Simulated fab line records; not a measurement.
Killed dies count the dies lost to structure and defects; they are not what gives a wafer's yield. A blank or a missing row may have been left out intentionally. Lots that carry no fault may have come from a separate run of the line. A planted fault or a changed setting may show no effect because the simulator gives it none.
Matching of chambers :: flow sfqLine :: rieDiel-03 running SFQ_TRILAYER_L0_VIA_ETCH_VIA_ETCH_016: 4 sister chambers
The step etches SiO2 in CHF3, stops on MoNx KI, target depth 80 nm. 14 wafers are shown with their chamber, then 7 later ones without.

EACH WAFER AND ITS CHAMBER
wafer: L077.1
chamber: 2
oesProductAu (a.u.): 0.832

wafer: L077.3
chamber: 1
oesProductAu (a.u.): 0.844

wafer: L077.4
chamber: 3
oesProductAu (a.u.): 0.842

wafer: L078.2
chamber: 0
oesProductAu (a.u.): 0.841

wafer: L078.3
chamber: 3
oesProductAu (a.u.): 0.826

wafer: L078.4
chamber: 2
oesProductAu (a.u.): 0.837

wafer: L081.1
chamber: 0
oesProductAu (a.u.): 0.835

wafer: L081.3
chamber: 3
oesProductAu (a.u.): 0.829

wafer: L081.5
chamber: 2
oesProductAu (a.u.): 0.830

wafer: L088.2
chamber: 3
oesProductAu (a.u.): 0.843

wafer: L088.3
chamber: 1
oesProductAu (a.u.): 0.833

wafer: L088.4
chamber: 2
oesProductAu (a.u.): 0.850

wafer: L092.1
chamber: 2
oesProductAu (a.u.): 0.849

wafer: L092.4
chamber: 3
oesProductAu (a.u.): 0.837

SIGNATURES (averages over the wafers above)
reading: oesProductAu
chamber 0: 0.83800
chamber 1: 0.83850
chamber 2: 0.83960
chamber 3: 0.83540
scatter within a chamber: 0.00815
Rule: for each reading, subtract the chamber's mean from the wafer's reading, divide by that reading's scatter and square the result; add these up over the readings and take the root, which gives the wafer's distance from the chamber. If the next closest chamber is less than 2 further off than the closest, the wafer can't be placed; otherwise it belongs to the closest. The scatter: take each reading less its chamber's mean, square it, sum over the shown wafers, divide by the number of wafers less the number of chambers, and take the root.

WAFERS WITH NO CHAMBER GIVEN
wafer: L092.5
oesProductAu (a.u.): 0.851

wafer: L094.1
oesProductAu (a.u.): 0.827

wafer: L094.2
oesProductAu (a.u.): 0.842

wafer: L094.3
oesProductAu (a.u.): 0.841

wafer: L094.4
oesProductAu (a.u.): 0.854

wafer: L094.5
oesProductAu (a.u.): 0.849

wafer: L094.6
oesProductAu (a.u.): 0.851

CHAMBER TAKEN BY EACH
wafer: L092.5
from the rows above: can't be placed: 2 or 1 or 0 or 3
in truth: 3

wafer: L094.1
from the rows above: can't be placed: 3 or 0 or 1 or 2
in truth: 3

wafer: L094.2
from the rows above: can't be placed: 2 or 1 or 0 or 3
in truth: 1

wafer: L094.3
from the rows above: can't be placed: 2 or 1 or 0 or 3
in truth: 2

wafer: L094.4
from the rows above: can't be placed: 2 or 1 or 0 or 3
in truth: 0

wafer: L094.5
from the rows above: can't be placed: 2 or 1 or 0 or 3
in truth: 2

wafer: L094.6
from the rows above: can't be placed: 2 or 1 or 0 or 3
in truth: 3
Correctly placed: 0 of 7. Cannot be placed on the basis of these rows: 7; the candidates contain the true chamber in 7. Number placed wrongly: 0.
